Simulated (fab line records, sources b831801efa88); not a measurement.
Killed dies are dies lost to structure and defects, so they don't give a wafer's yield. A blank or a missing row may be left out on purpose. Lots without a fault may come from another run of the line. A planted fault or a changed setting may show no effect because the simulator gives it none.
fab line records | flow sky130
record lots=6 wafers=18 last_day=49
route steps=708 shown LI_CONTACT@370 PAD_OPEN@708
lots that met no fault: from a run of the same line without faults
start_h: hours from the record's first day to the start of the lot's first wafer shown | wait_h: hours since the lot's step before | " the same as in the row above | L1.1+2: a row that stands for several wafers | - no value, or no start given | * or withheld: withheld | < > ~ a bound
route shown NAME@n: a module of which the file shows steps, and the number in the route of the first | usual: mean/standard deviation of fault-free wafers | same: alike in all rows | chamber/n: place in a boat | sites: the reading at each site | _std_site: their standard deviation | _edge_site: outer sites' mean less inner sites' | radius_mm: how far each site lies from the wafer's centre | mask NAME#n: copy n | behind: the tool/chamber that last shaped the wafer | hold: why the lot was held/for how many hours/how that ended | device: the transistor (n, p or np) that didn't switch | end of line: the same wafers' tests at the end of the route | a step without rows: its recipe alone | killed: dies lost to structure and defects at the first sort, not the wafer's yield | map: a wafer's dies, x killed, . not, _ none there
set.NAME: the setting as run; set.NAME@STEP: as run at that earlier step | model.NAME: the simulator's own value behind a step, which no gauge read
lots at some steps of the route; a table a step, a row a wafer
services: from which hour (start_h, from the record's first day; less than 0 if before it) a tool's chamber was out of use, for how many hours, and why
## steps
# step SKY_LI_CONTACT_SOFTBAKE_08
# recipe temp_c=100 time_s=90 resist=KrF-thick
# step SKY_LI_CONTACT_EXPOSE_09
# recipe mask_id=LICM1 na=0.8 source_shape=annular sigma_inner=0.55 sigma_outer=0.85 target_cd_nm=170 dose_mj=38
# step SKY_LI_CONTACT_PEB_10
# recipe peb_temp_c=withheld peb_time_s=withheld resist=KrF-thick
# step SKY_LI_CONTACT_DEVELOP_11
# recipe develop_time_s=60 resist=KrF-thick dev_temp_c=21
# step SKY_LI_CONTACT_CD_MEAS_12
# recipe target_cd_nm=170
# usual cd_nm=170.0/1.5
# columns lot.wafer tool chamber start_h wait_h cd_nm
L991.1 cd_sem-02 - 686.16 - 171.6
L991.2 " - " " 170.9
L991.3 " - " " 171.3
L100.2 cd_sem-02 - 765.35 - 167.0
L100.4 " - " " 167.3
L100.6 " - " " 167.6
L101.3 cd_sem-02 - 776.57 - 170.1
L101.5 " - " " 169.0
L101.6 " - " " 169.9
L103.1 cd_sem-02 - 785.41 - 169.1
L103.3 " - " " 169.0
L103.5 " - " " 168.5
L105.1 cd_sem-02 - 806.53 - 172.1
L105.3 " - " " 172.2
L105.4 " - " " 171.8
L109.1 cd_sem-01 - 826.68 - 168.5
L109.4 " - " " 167.1
L109.5 " - " " 169.8
# step SKY_LI_CONTACT_OVL_MEAS_13
# usual LI_CONTACT_OVL=4/5.9
# columns lot.wafer tool chamber start_h wait_h LI_CONTACT_OVL[nm]
L991.1 overlay-02 - 686.28 0.1 7
L991.2 " - " " 3
L991.3 " - " " 8
L100.2 overlay-02 - 765.45 0.1 6
L100.4 " - " " 15
L100.6 " - " " 14
L101.3 overlay-02 - 776.66 0.1 5
L101.5 " - " " 1
L101.6 " - " " 7
L103.1 overlay-02 - 785.53 0.1 4
L103.3 " - " " 6
L103.5 " - " " 10
L105.1 overlay-01 - 806.65 0.1 -10
L105.3 " - " " -11
L105.4 " - " " -5
L109.1 overlay-02 - 826.80 0.1 5
L109.4 " - " " 2
L109.5 " - " " 1
# step SKY_LI_CONTACT_ETCH_14
# recipe chemistry=N2/H2 target=BARC ion_energy_ev=200 source_w=500 bias_w=100 pressure_mtorr=30 n2_flow_sccm=100 h2_flow_sccm=200 stop_on=SiO2 time_s=45.9 target_depth_a=600
# usual drypump_motor_current_A=5.6/0.35 oes_product_au=0.854/0.0048 throttle_valve_pct=13.226/0.0095
# columns lot.wafer tool chamber start_h wait_h drypump_motor_current_A oes_product_au rf_hours_counter_h throttle_valve_pct
L991.1 rie_diel-02 2 686.32 0.0 5.8 0.853 6 13.217
L991.2 " 1 " " 5.9 0.853 19 13.230
L991.3 " 0 " " 5.9 0.853 7 13.229
L100.2 rie_diel-03 2 765.48 0.0 5.5 0.855 12 13.222
L100.4 " 1 " " 5.1 0.846 2 13.220
L100.6 " 1 " " 5.1 0.858 - 13.235
L101.3 rie_diel-04 3 776.68 0.0 4.7 0.856 30 13.217
L101.5 " 1 " " 5.7 0.862 - 13.228
L101.6 " 0 " " 5.7 0.859 - 13.234
L103.1 rie_diel-04 0 785.57 0.0 5.7 0.862 6 13.228
L103.3 " 1 " " 5.7 0.854 8 13.228
L103.5 " 0 " " 5.7 0.854 - 13.226
L105.1 rie_diel-04 0 806.69 0.0 5.7 0.852 6 13.236
L105.3 " 3 " " 4.7 0.853 31 13.233
L105.4 " 1 " " 5.7 0.850 8 13.227
L109.1 rie_diel-03 0 826.83 0.0 5.6 0.854 15 13.234
L109.4 " 1 " " 5.1 0.852 4 13.228
L109.5 " 3 " " 5.2 0.857 - 13.228
# step SKY_LI_CONTACT_ETCH_15
# recipe target=PSG chemistry=C4F8/O2/Ar stop_on=Si taper_deg=4.15 mask_material=KrF-thick source_w=1500 bias_w=1200 pressure_mtorr=40 c4f8_flow_sccm=withheld O2_flow_sccm=6 Ar_flow_sccm=300 time_s=withheld target_depth_a=6000
# usual oes_product_au=0.837/0.0046
# columns lot.wafer tool chamber start_h wait_h oes_product_au
L991.1 rie_diel-02 2 686.36 0.0 0.842
L991.2 " 1 " " 0.852
L991.3 " 0 " " 0.838
L100.2 rie_diel-03 2 765.53 0.0 0.840
L100.4 " 1 " " 0.832
L100.6 " 1 " " 0.837
L101.3 rie_diel-04 3 776.73 0.0 0.832
L101.5 " 1 " " 0.838
L101.6 " 0 " " 0.838
L103.1 rie_diel-04 0 785.61 0.0 0.835
L103.3 " 1 " " 0.837
L103.5 " 0 " " 0.835
L105.1 rie_diel-04 0 806.73 0.0 0.839
L105.3 " 3 " " 0.841
L105.4 " 1 " " 0.831
L109.1 rie_diel-03 0 826.88 0.0 0.837
L109.4 " 1 " " 0.845
L109.5 " 3 " " 0.833
# step SKY_LI_CONTACT_STRIP_16
# recipe chemistry=O2/N2 power_w=1400 pressure_mtorr=1500 platen_temp_c=withheld o2_flow_sccm=3000 n2_flow_sccm=300 overash_fraction=0.5
# usual drypump_motor_current_A=5.8/0.46 oes_product_au=0.376/0.0054 strip_time_to_endpoint_s=3.499/0.026
# columns lot.wafer tool chamber start_h wait_h drypump_motor_current_A oes_product_au rf_hours_counter_h strip_time_to_endpoint_s
L991.1 plasma_asher-03 1 686.45 - 6.4 0.379 94 3.528
L991.2 " 0 " " 5.5 0.373 94 3.475
L991.3 " 0 " " 5.5 0.373 - 3.508
L100.2 plasma_asher-04 1 765.61 - 5.6 0.380 64 3.525
L100.4 " 1 " " 5.6 0.368 - 3.528
L100.6 " 1 " " 5.6 0.374 - 3.510
L101.3 plasma_asher-04 0 776.84 - 5.0 0.376 - 3.500
L101.5 " 1 " " 5.6 0.380 - 3.481
L101.6 " 0 " " 5.0 0.378 - 3.499
L103.1 plasma_asher-04 0 785.70 - 5.1 0.382 66 3.525
L103.3 " 0 " " 5.1 0.380 - 3.550
L103.5 " 1 " " 5.6 0.369 - 3.510
L105.1 plasma_asher-01 0 806.82 - 6.3 0.370 38 3.465
L105.3 " 1 " " 5.6 0.375 - 3.500
L105.4 " 0 " " 6.3 0.376 - 3.497
L109.1 plasma_asher-01 0 826.96 - 6.3 0.370 40 3.460
L109.4 " 1 " " 5.6 0.372 - 3.492
L109.5 " 0 " " 6.3 0.381 - 3.509
# step SKY_LI_CONTACT_CLEAN_17
# recipe chemistry=NMP time_s=600 temp_c=60 dry=n2_spin
# step SKY_LI_CONTACT_PRE_CLEAN_18
# recipe gas=Ar time_s=5.6 bias_v=358
# step SKY_LI_CONTACT_SPUTTER_19
# recipe material=Ti target_thk_nm=20 chamber_pressure_pa=5 power_w=2500 substrate_temp_c=200 time_s=106.37
# usual throttle_valve_pct=30.7/1.2
# columns lot.wafer tool chamber start_h wait_h throttle_valve_pct
L991.1 pvd_sputter-02 - 686.74 0.0 31.2
L991.2 " - " " 29.9
L991.3 " - " " 31.8
L100.2 pvd_sputter-02 - 765.91 0.0 28.2
L100.4 " - " " 31.7
L100.6 " - " " 31.3
L101.3 pvd_sputter-02 - 777.12 0.0 28.1
L101.5 " - " " 31.7
L101.6 " - " " 31.1
L103.1 pvd_sputter-01 - 785.99 0.0 30.1
L103.3 " - " " 30.3
L103.5 " - " " 29.8
L105.1 pvd_sputter-01 - 807.11 0.0 29.4
L105.3 " - " " 29.9
L105.4 " - " " 30.4
L109.1 pvd_sputter-01 - 827.27 0.0 30.3
L109.4 " - " " 30.2
L109.5 " - " " 29.7
# step SKY_LI_CONTACT_SPUTTER_20
# recipe material=TiN target_thk_nm=20 chamber_pressure_pa=5 power_w=4000 time_s=80
# usual throttle_valve_pct=30.7/1.2
# columns lot.wafer tool chamber start_h wait_h throttle_valve_pct model.TiN_of_LI_CONTACT_SPUTTER_20.thk_nm
L991.1 pvd_sputter-02 - 686.82 0.0 31.2 20.01
L991.2 " - " " 30.1 19.78
L991.3 " - " " 31.4 19.95
L100.2 pvd_sputter-02 - 765.98 0.0 28.2 7.599
L100.4 " - " " 31.7 7.567
L100.6 " - " " 31.1 7.647
L101.3 pvd_sputter-02 - 777.20 0.0 28.2 7.177
L101.5 " - " " 31.8 7.343
L101.6 " - " " 30.9 7.531
L103.1 pvd_sputter-01 - 786.07 0.0 30.4 20.18
L103.3 " - " " 30.2 20.01
L103.5 " - " " 30.0 20.07
L105.1 pvd_sputter-01 - 807.19 0.0 29.3 20.01
L105.3 " - " " 29.9 20.08
L105.4 " - " " 30.1 20.01
L109.1 pvd_sputter-01 - 827.35 0.0 30.3 19.97
L109.4 " - " " 30.4 20.07
L109.5 " - " " 29.8 20.07
# step SKY_LI_CONTACT_CVD_21
# recipe material=W target_thk_nm=400 time_s=120.56 temp_c=400 pressure_torr=40
# usual heater_power_w=859/87
# columns lot.wafer tool chamber start_h wait_h heater_power_w
L991.1 cvd_w-01 1 686.88 0.0 845
L991.2 " 0 " " 745
L991.3 " 1 " " 883
L100.2 cvd_w-02 1 766.04 0.0 948
L100.4 " 1 " " 988
L100.6 " 1 " " 977
L101.3 cvd_w-02 0 777.34 0.1 900
L101.5 " 0 " " 909
L101.6 " 0 " " 930
L103.1 cvd_w-02 0 786.13 0.0 912
L103.3 " 1 " " 957
L103.5 " 0 " " 908
L105.1 cvd_w-01 1 807.25 0.0 858
L105.3 " 0 " " 724
L105.4 " 1 " " 864
L109.1 cvd_w-02 1 827.41 0.0 994
L109.4 " 0 " " 951
L109.5 " 0 " " 918
# step SKY_PAD_OPEN_PROBE_99
# usual killed_at_M0_to_M3=45/6.9 killed_at_M4_up=3.2/1.8 killed_at_contacts=25/5.3 killed_at_front_end=16/4.3 killed_at_other=0.2/0.52 killed_dies=88/8.7 killed_open=48/6.5 killed_short=40/6
# same gross_dies=492 killed_at_back_side=0
# columns lot.wafer tool chamber start_h wait_h killed_at_M0_to_M3 killed_at_M4_up killed_at_contacts killed_at_front_end killed_at_other killed_dies killed_open killed_short model.etest.licon_ndiff.rc_ohm model.etest.nfet_g5v0d10v5.r_on_ohm_um model.etest.licon_pdiff.rc_ohm model.etest.nfet_01v8.r_on_ohm_um model.etest.sonos_uncharged.r_on_ohm_um model.etest.licon_poly.rc_ohm model.etest.licon_high_po.rc_ohm model.etest.ring_1v8.delay_ps
L991.1 prober-02 - 1083.28 0.1 41 4 23 12 0 80 45 35 181.8 1858 579.5 822.1 800.4 147.1 349.2 20.82
L991.2 prober-02 - 1083.33 0.1 52 1 25 9 1 88 49 38 178.9 1850 576.5 828.4 810.3 148.7 349 20.89
L991.3 prober-02 - 1083.38 0.2 31 3 26 18 0 78 43 34 181.5 1870 579.5 815.4 814.8 154.7 356.1 20.91
L100.2 prober-01 - 1136.68 0.1 40 6 30 18 0 94 58 36 328.3 1995 731.3 955.1 928.7 251.7 423.1 22.66
L100.4 prober-01 - 1136.78 0.2 54 3 18 17 0 92 55 36 331.1 2028 707.5 941.4 938.4 251 428.2 22.51
L100.6 prober-01 - 1136.88 0.2 45 3 17 19 1 85 50 35 331.9 2014 726.8 959 920.7 249.6 445 22.99
L101.3 prober-01 - 1151.84 0.2 52 3 20 19 0 94 56 37 347.9 2009 719.6 958.1 911.5 248.5 408.9 21.83
L101.5 prober-01 - 1151.94 0.2 36 0 20 19 0 75 43 31 338.3 2007 741.1 951.2 908.5 250.5 427 21.82
L101.6 prober-01 - 1151.99 0.2 39 4 20 17 0 80 45 34 332.5 1989 717.2 946.9 908.8 235.2 409.8 21.52
L103.1 prober-02 - 1158.10 0.1 41 2 40 12 0 95 60 35 183.7 1862 568 834.5 807.1 152.5 363.4 21.09
L103.3 prober-02 - 1158.20 0.2 36 2 20 15 0 73 36 37 186.7 1881 605.2 861.7 814.7 156.7 377 21.37
L103.5 prober-02 - 1158.30 0.2 27 7 25 28 0 87 47 40 190.6 1865 609.5 838.5 821.8 151.8 343.7 21.12
L105.1 prober-02 - 1173.14 0.1 51 3 20 17 1 92 48 44 178.8 1876 564.3 860 813.5 145.1 336.4 21.08
L105.3 prober-02 - 1173.24 0.2 47 7 19 11 0 84 44 40 183.5 1882 566.7 863 806 150.1 343.8 21.26
L105.4 prober-02 - 1173.29 0.2 45 6 25 20 2 98 51 47 176.6 1867 573.9 870.9 810.4 151.7 342.9 21.48
L109.1 prober-02 - 1183.05 0.1 53 3 21 14 0 91 48 43 183.1 1921 593.9 824.1 833.9 152.2 338.6 21.18
L109.4 prober-02 - 1183.20 0.2 50 4 31 20 3 108 53 54 189.2 1886 589.5 815.9 825.1 158.6 344.1 20.76
L109.5 prober-02 - 1183.25 0.2 58 2 25 26 1 112 55 56 183.8 1909 591.7 817.4 830.4 148.3 335.4 20.58
# killed by level:class
L991.1 CONTACT:geometric_particle:short=9 VIA1:geometric_particle:open=8 VIA3:geometric_particle:open=8 LI_CONTACT:geometric_particle:open=6 CONTACT:geometric_particle:open=6 VIA2:geometric_particle:open=5 POLY_GATE:geometric_particle:open=4 METAL1:geometric_particle:short=4
L991.2 VIA2:geometric_particle:open=13 VIA1:geometric_particle:open=12 LI_CONTACT:geometric_particle:open=7 CONTACT:geometric_particle:open=7 LOCAL_INTERCONNECT:geometric_particle:short=5 METAL3:geometric_particle:short=5 VIA3:geometric_particle:short=5 METAL1:geometric_particle:short=4
L991.3 CONTACT:geometric_particle:open=8 LI_CONTACT:geometric_particle:open=7 VIA1:geometric_particle:open=6 FIELD_ISO:geometric_particle:open=5 FIELD_ISO:geometric_particle:short=5 VIA2:geometric_particle:open=4 METAL1:geometric_particle:short=4 LI_CONTACT:geometric_particle:short=4
L100.2 VIA1:geometric_particle:open=12 CONTACT:geometric_particle:open=11 LI_CONTACT:geometric_particle:open=8 FIELD_ISO:geometric_particle:open=5 VIA1:geometric_particle:short=5 FIELD_ISO:geometric_particle:short=4 POLY_GATE:geometric_particle:open=4 VIA3:geometric_particle:open=4
L100.4 VIA1:geometric_particle:open=14 VIA3:geometric_particle:open=10 CONTACT:geometric_particle:open=9 VIA2:geometric_particle:open=7 VIA1:geometric_particle:short=6 FIELD_ISO:geometric_particle:short=5 FIELD_ISO:geometric_particle:open=4 POLY_GATE:geometric_particle:short=4
L100.6 VIA1:geometric_particle:open=12 FIELD_ISO:geometric_particle:open=6 VIA2:geometric_particle:open=6 CONTACT:geometric_particle:open=6 METAL1:geometric_particle:short=6 METAL2:geometric_particle:short=6 VIA3:geometric_particle:open=6 LI_CONTACT:geometric_particle:open=4
L101.3 VIA1:geometric_particle:open=11 VIA3:geometric_particle:open=10 VIA3:geometric_particle:short=8 CONTACT:geometric_particle:open=7 LI_CONTACT:geometric_particle:open=7 VIA2:geometric_particle:open=7 FIELD_ISO:geometric_particle:open=6 POLY_GATE:geometric_particle:short=6
L101.5 CONTACT:geometric_particle:open=8 VIA3:geometric_particle:short=7 CONTACT:geometric_particle:short=6 VIA1:geometric_particle:open=6 VIA2:geometric_particle:open=6 POLY_GATE:geometric_particle:open=5 SPACER:geometric_particle:open=5 VIA3:geometric_particle:open=5
L101.6 VIA3:geometric_particle:open=11 VIA1:geometric_particle:open=11 CONTACT:geometric_particle:open=7 VIA2:geometric_particle:open=6 POLY_GATE:geometric_particle:open=4 SPACER:geometric_particle:short=4 METAL2:geometric_particle:short=4 FIELD_ISO:geometric_particle:short=3
L103.1 CONTACT:geometric_particle:open=15 VIA1:geometric_particle:open=11 CONTACT:geometric_particle:short=8 VIA2:geometric_particle:open=8 VIA3:geometric_particle:short=7 LOCAL_INTERCONNECT:geometric_particle:short=6 LI_CONTACT:geometric_particle:open=5 VIA3:geometric_particle:open=5
L103.3 METAL1:geometric_particle:short=8 LI_CONTACT:geometric_particle:open=7 VIA3:geometric_particle:open=7 POLY_GATE:geometric_particle:short=6 LOCAL_INTERCONNECT:geometric_particle:short=5 VIA2:geometric_particle:open=5 CONTACT:geometric_particle:open=4 VIA1:geometric_particle:short=4
L103.5 FIELD_ISO:geometric_particle:short=8 CONTACT:geometric_particle:open=8 POLY_GATE:geometric_particle:open=8 VIA1:geometric_particle:open=7 POLY_GATE:geometric_particle:short=6 LI_CONTACT:geometric_particle:open=6 METAL4:geometric_particle:short=5 FIELD_ISO:geometric_particle:open=4
L105.1 VIA1:geometric_particle:short=11 VIA1:geometric_particle:open=9 CONTACT:geometric_particle:open=8 VIA2:geometric_particle:open=7 FIELD_ISO:geometric_particle:open=5 CONTACT:geometric_particle:short=5 VIA3:geometric_particle:open=5 FIELD_ISO:geometric_particle:short=4
L105.3 VIA1:geometric_particle:open=10 METAL2:geometric_particle:short=9 LI_CONTACT:geometric_particle:open=8 FIELD_ISO:geometric_particle:open=6 CONTACT:geometric_particle:open=6 METAL1:geometric_particle:short=6 VIA1:geometric_particle:short=5 METAL4:geometric_particle:short=5
L105.4 VIA1:geometric_particle:short=8 VIA3:geometric_particle:open=8 LI_CONTACT:geometric_particle:open=8 FIELD_ISO:geometric_particle:open=7 CONTACT:geometric_particle:open=7 VIA1:geometric_particle:open=7 METAL2:geometric_particle:short=6 LOCAL_INTERCONNECT:geometric_particle:short=5
L109.1 METAL2:geometric_particle:short=13 VIA1:geometric_particle:open=11 VIA3:geometric_particle:open=9 CONTACT:geometric_particle:open=8 LI_CONTACT:geometric_particle:open=7 POLY_GATE:geometric_particle:short=6 METAL1:geometric_particle:short=4 VIA2:geometric_particle:open=4
L109.4 CONTACT:geometric_particle:open=10 CONTACT:geometric_particle:short=9 METAL1:geometric_particle:short=9 VIA1:geometric_particle:open=8 VIA3:geometric_particle:open=8 FIELD_ISO:geometric_particle:short=7 VIA2:geometric_particle:open=6 FIELD_ISO:geometric_particle:open=5
L109.5 VIA1:geometric_particle:open=12 METAL1:geometric_particle:short=11 LI_CONTACT:geometric_particle:open=9 FIELD_ISO:geometric_particle:short=8 CONTACT:geometric_particle:open=7 VIA3:geometric_particle:open=7 FIELD_ISO:geometric_particle:open=6 VIA2:geometric_particle:open=6
## services
# columns tool chamber start_h hours kind
plasma_asher-01 - 671.22 15.6 pm
rie_diel-04 - 674.79 14.6 pm
rie_diel-02 3 680.13 - clean
rie_diel-02 3 680.13 16.5 scheduled_down
rie_diel-02 3 680.13 16.5 vent_cycle
rie_diel-04 - 689.39 2.8 pm
rie_diel-03 1 696.72 5.3 repair
pvd_sputter-01 2 707.06 - consumable_replace:kit
pvd_sputter-01 2 707.06 18.0 scheduled_down
pvd_sputter-01 2 707.06 18.0 vent_cycle
rie_diel-02 1 715.83 16.0 repair
plasma_asher-04 - 733.73 3.3 repair
plasma_asher-03 - 733.75 9.0 pm
plasma_asher-03 0 733.75 9.0 vent_cycle
plasma_asher-03 1 733.75 9.0 vent_cycle
rie_diel-03 1 775.16 11.0 repair
cvd_w-02 1 775.87 3.8 repair
plasma_asher-03 - 780.13 10.7 pm
rie_diel-02 1 787.12 11.1 repair
pvd_sputter-01 - 789.67 2.1 repair
rie_diel-02 2 792.87 17.4 repair
plasma_asher-03 - 794.42 5.7 repair
rie_diel-03 2 805.79 12.2 repair
plasma_asher-04 - 820.76 11.2 pm
## key
first_sign none at tools or gauges
model_effect step=SKY_LI_CONTACT_SPUTTER_20 value=TiN_of_LI_CONTACT_SPUTTER_20.thk_nm without=20.29 struck=7.477
model_effect step=SKY_PAD_OPEN_PROBE_99 value=etest.licon_ndiff.rc_ohm without=188.3 struck=335
met_at SKY_LI_CONTACT_SPUTTER_20
struck_wafers L100.2,L100.4,L100.6,L101.3,L101.5,L101.6
tester_left_out L100,L101
onset_between 686.82 765.98
also_fits SKY_LI_CONTACT_SPUTTER_19:pvd_sputter-02
fault kind=process_parameter_drift tool=pvd_sputter-02 chamber=- onset_h=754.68 steps=SKY_LI_CONTACT_SPUTTER_20 channel=target_thk_nm offset=-12.811 shape=step end_h=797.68 acts_in=these_recipes_only stated=20
# tester_left_out: of these lots the tester's yield and bins aren't shown, on N5 and GAA mostly nor the transistor test; their killed dies are dies lost to structure and defects alone, not to doping, threshold or leakage, so they don't give the yield
